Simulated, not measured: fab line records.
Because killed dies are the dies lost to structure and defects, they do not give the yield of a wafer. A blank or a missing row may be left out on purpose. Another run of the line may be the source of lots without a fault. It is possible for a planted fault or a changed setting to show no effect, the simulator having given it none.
Which tool is to blame?    flow gf180mcu    15 lots with 45 wafers sampled at 4 steps, on a route of 602 steps

== WHAT THE GAUGES SHOWED, per wafer ==
GF_V1_THK_MEAS_03. Usual: V1_CVD_02_THK typically reads 850 nm, with standard deviation 10.
lot   measured      on             V1_CVD_02_THK (nm)  flag
L885  day 16 11:25  film_metro-04  839 854 842         
L886  day 17 04:07  film_metro-04  842 844 852         
L887  day 17 08:40  film_metro-02  846 858 864         
L889  day 19 00:31  film_metro-02  835 844 855         
L891  day 19 15:59  film_metro-02  848 840 863         
L892  day 19 17:47  film_metro-02  852 856 870         
L893  day 20 17:48  film_metro-01  846 835 849         
L894  day 21 03:41  film_metro-04  852 844 867         
L895  day 21 14:54  film_metro-01  849 852 855         
L896  day 21 15:16  film_metro-04  844 841 863         
L898  day 22 14:08  film_metro-01  840 847 844         
L899  day 22 13:28  film_metro-01  830 834 853         
L900  day 23 02:43  film_metro-04  848 858 871         
L901  day 23 03:34  film_metro-02  838 845 855         
L908  day 25 00:20  film_metro-01  850 862 858         

GF_V1_BOW_MEAS_05. Usual: V1_BOW typically reads 84 um, with standard deviation 7.7.
lot   measured      on             V1_BOW (um)  flag
L885  day 16 12:01  film_metro-04  95 93 89     
L886  day 17 04:29  film_metro-01  82 79 74     
L887  day 17 09:02  film_metro-04  80 76 86     
L889  day 19 00:52  film_metro-04  72 90 81     
L891  day 19 16:21  film_metro-02  80 83 78     
L892  day 19 18:09  film_metro-02  75 82 75     
L893  day 20 18:10  film_metro-04  97 94 86     
L894  day 21 04:04  film_metro-02  88 86 84     
L895  day 21 15:16  film_metro-01  89 93 93     
L896  day 21 15:37  film_metro-01  84 96 80     
L898  day 22 14:30  film_metro-01  102 83 77    
L899  day 22 13:50  film_metro-01  96 80 97     
L900  day 23 03:04  film_metro-01  82 80 79     
L901  day 23 03:56  film_metro-04  80 89 81     
L908  day 25 00:41  film_metro-01  86 82 94     

GF_V1_OVL_MEAS_15. Usual: V1_OVL typically reads 6 nm, with standard deviation 6.4.
lot   measured      on          V1_OVL (nm)  flag
L885  day 17 10:13  overlay-01  12 13 17     
L886  day 18 03:53  overlay-02  10 6 12      
L887  day 18 08:32  overlay-01  14 5 9       
L889  day 20 02:01  overlay-02  13 6 8       
L891  day 20 17:19  overlay-02  9 3 2        
L892  day 20 19:04  overlay-02  9 12 9       
L893  day 21 18:55  overlay-02  -4 -3 -1     
L894  day 22 04:01  overlay-01  0 7 -2       
L895  day 22 14:26  overlay-01  13 9 12      
L896  day 22 15:40  overlay-02  0 -2 -2      
L898  day 23 13:35  overlay-01  6 6 12       
L899  day 23 12:18  overlay-01  8 16 14      
L900  day 24 01:33  overlay-01  6 4 10       
L901  day 24 02:25  overlay-02  5 2 -3       
L908  day 25 21:34  overlay-02  -4 2 0       

== WHAT TOOL EACH LOT RAN ON (gives the tool, then ch and the chambers of the sampled wafers, and finally the start) ==
lot   GF_MVPSD_EXPOSE_04
L885  iline_stepper-01 ch 0, day 4 16:20
L886  iline_stepper-02 ch 0, day 4 22:58
L887  iline_stepper-01 ch 0, day 5 02:10
L889  iline_stepper-01 ch 0, day 6 04:33
L891  iline_stepper-02 ch 0, day 6 07:20
L892  iline_stepper-01 ch 0, day 6 12:32
L893  iline_stepper-02 ch 0, day 6 21:27
L894  iline_stepper-02 ch 0, day 7 02:16
L895  iline_stepper-02 ch 0, day 7 04:44
L896  iline_stepper-02 ch 0, day 7 10:25
L898  iline_stepper-02 ch 0, day 7 20:31
L899  iline_stepper-02, day 8 01:01
L900  iline_stepper-02, day 8 08:22
L901  iline_stepper-02, day 8 14:06
L908  iline_stepper-02 ch 0, day 10 06:46
- GF_MVPSD_EXPOSE_04: exposes mask MVPSD, target cd 1000 nm.

== WHAT THE TOOLS THEMSELVES READ (means of the sampled wafers that have a number; where no wafer has one, the mark that the record gives instead) ==
GF_MVPSD_EXPOSE_04. Usual: exposure_dose_mJ_cm2 260.05, standard deviation 0.26; focus_offset_nm 0.0 nm, standard deviation 0.54.
lot   tool              exposure_dose_mJ_cm2  focus_offset_nm (nm)  flag
L885  iline_stepper-01  260.04                -0.2                  
L886  iline_stepper-02  259.92                -0.1                  
L887  iline_stepper-01  260.37                0.3                   
L889  iline_stepper-01  259.76                -0.2                  
L891  iline_stepper-02  260.06                0.1                   
L892  iline_stepper-01  259.77                0.3                   
L893  iline_stepper-02  260.14                -0.3                  
L894  iline_stepper-02  259.92                -0.1                  
L895  iline_stepper-02  259.79                0.9                   
L896  iline_stepper-02  260.03                0.3                   
L898  iline_stepper-02  260.18                0.1                   
L899  iline_stepper-02  -                     -                     OFF
L900  iline_stepper-02  -                     -                     OFF
L901  iline_stepper-02  -                     -                     OFF
L908  iline_stepper-02  260.01                -0.0                  

== THE ANSWER, worked out from the rows above alone ==
Rule: take the mean of a lot's wafers that have a number; if it is more than 3 standard deviations from the usual mean, the lot is off. Also off: a lot with no number at a reading for which 4 or more lots have one. Any other lot the step has rows for is counted as sound. The gauges are gone through in route order, then the tools' own readings, and for those a lot's mean is taken as printed above. At the first step where some lot is off, the reading lying furthest off is the one used; lots without a number count as furthest.
Off: L899, L900, L901, at GF_MVPSD_EXPOSE_04 (exposure_dose_mJ_cm2). Without a number there: L899, L900, L901.
If a tool, at that step or one of the process steps before it, ran each lot that is off and ran no sound lot following the first of them, it fits. No candidate that was tried fits.

== WHAT HAD BEEN PUT IN BY THE SIMULATOR ==
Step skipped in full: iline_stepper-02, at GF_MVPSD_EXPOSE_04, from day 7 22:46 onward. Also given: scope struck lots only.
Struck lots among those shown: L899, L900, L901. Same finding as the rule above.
